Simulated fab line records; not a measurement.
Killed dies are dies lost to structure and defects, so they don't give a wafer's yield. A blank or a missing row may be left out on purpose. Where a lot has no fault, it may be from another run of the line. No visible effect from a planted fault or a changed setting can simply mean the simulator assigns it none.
One fault seen from 2 desks || flow sky130 || numbers are kept per desk, each desk with only its own; the story behind them comes last

== DESK OF THE TOOL OWNER: cmp-01 ==
The tool's own readings at SKY_VIA4_CMP_02 (polishes SiO2): means of the sampled wafers that have a number, for each lot that ran on this tool. Marked OUT: a lot whose mean sits more than 4 standard deviations from the usual mean, which makes it out of limits; the brackets give that distance.
Columns: A = motorCurrentA at SKY_VIA4_CMP_02, usual 11.3 A
{"lot": "L282", "first seen here": "day 42 02:16", "A": 11.3}
{"lot": "L290", "first seen here": "day 44 07:31", "A": 11.4}
{"lot": "L291", "first seen here": "day 44 09:19", "A": 11.3}
{"lot": "L292", "first seen here": "day 44 18:06", "A": 11.7}
{"lot": "L293", "first seen here": "day 44 19:02", "A": 12.1}
Result from this desk: across the 5 lots, nothing is out of limits.

== THE METROLOGY DESK ==
Lot by lot, what the gauges showed, no matter which tool ran the lot: averages of those sampled wafers that carry a number. Marked OUT: a lot whose mean sits more than 4 standard deviations from the usual mean, which makes it out of limits; the brackets give that distance.
Columns: A = VIA4_BOW at SKY_VIA4_BOW_MEAS_03, usual 79 um; B = VIA4_W_THK at SKY_VIA4_THK_MEAS_20, usual 494 nm
{"lot": "L282", "first seen here": "day 42 02:34", "A": 65, "B": 492}
{"lot": "L283", "first seen here": "day 42 11:27", "A": 74, "B": 504}
{"lot": "L284", "first seen here": "day 42 15:14", "A": 79, "B": 490}
{"lot": "L286", "first seen here": "day 43 00:54", "A": 70, "B": 490}
{"lot": "L287", "first seen here": "day 43 07:50", "A": 87, "B": 486}
{"lot": "L288", "first seen here": "day 43 15:50", "A": 86, "B": 491}
{"lot": "L289", "first seen here": "day 44 03:11", "A": 70, "B": 501}
{"lot": "L290", "first seen here": "day 44 07:50", "A": 79, "B": 484}
{"lot": "L291", "first seen here": "day 44 09:37", "A": 85, "B": 491}
{"lot": "L292", "first seen here": "day 44 18:24", "A": 83, "B": 488}
{"lot": "L293", "first seen here": "day 44 19:20", "A": 93, "B": 500}
{"lot": "L302", "first seen here": "day 47 06:14", "A": 75, "B": 498}
{"lot": "L304", "first seen here": "day 47 14:37", "A": 84, "B": 490}
Result from this desk: across the 13 lots, nothing is out of limits.

== TAKEN TOGETHER ==
The tool owner's desk saw nothing out of limits.
At the metrology desk, nothing out of limits was observed.

== WHAT HAD BEEN PUT IN BY THE SIMULATOR ==
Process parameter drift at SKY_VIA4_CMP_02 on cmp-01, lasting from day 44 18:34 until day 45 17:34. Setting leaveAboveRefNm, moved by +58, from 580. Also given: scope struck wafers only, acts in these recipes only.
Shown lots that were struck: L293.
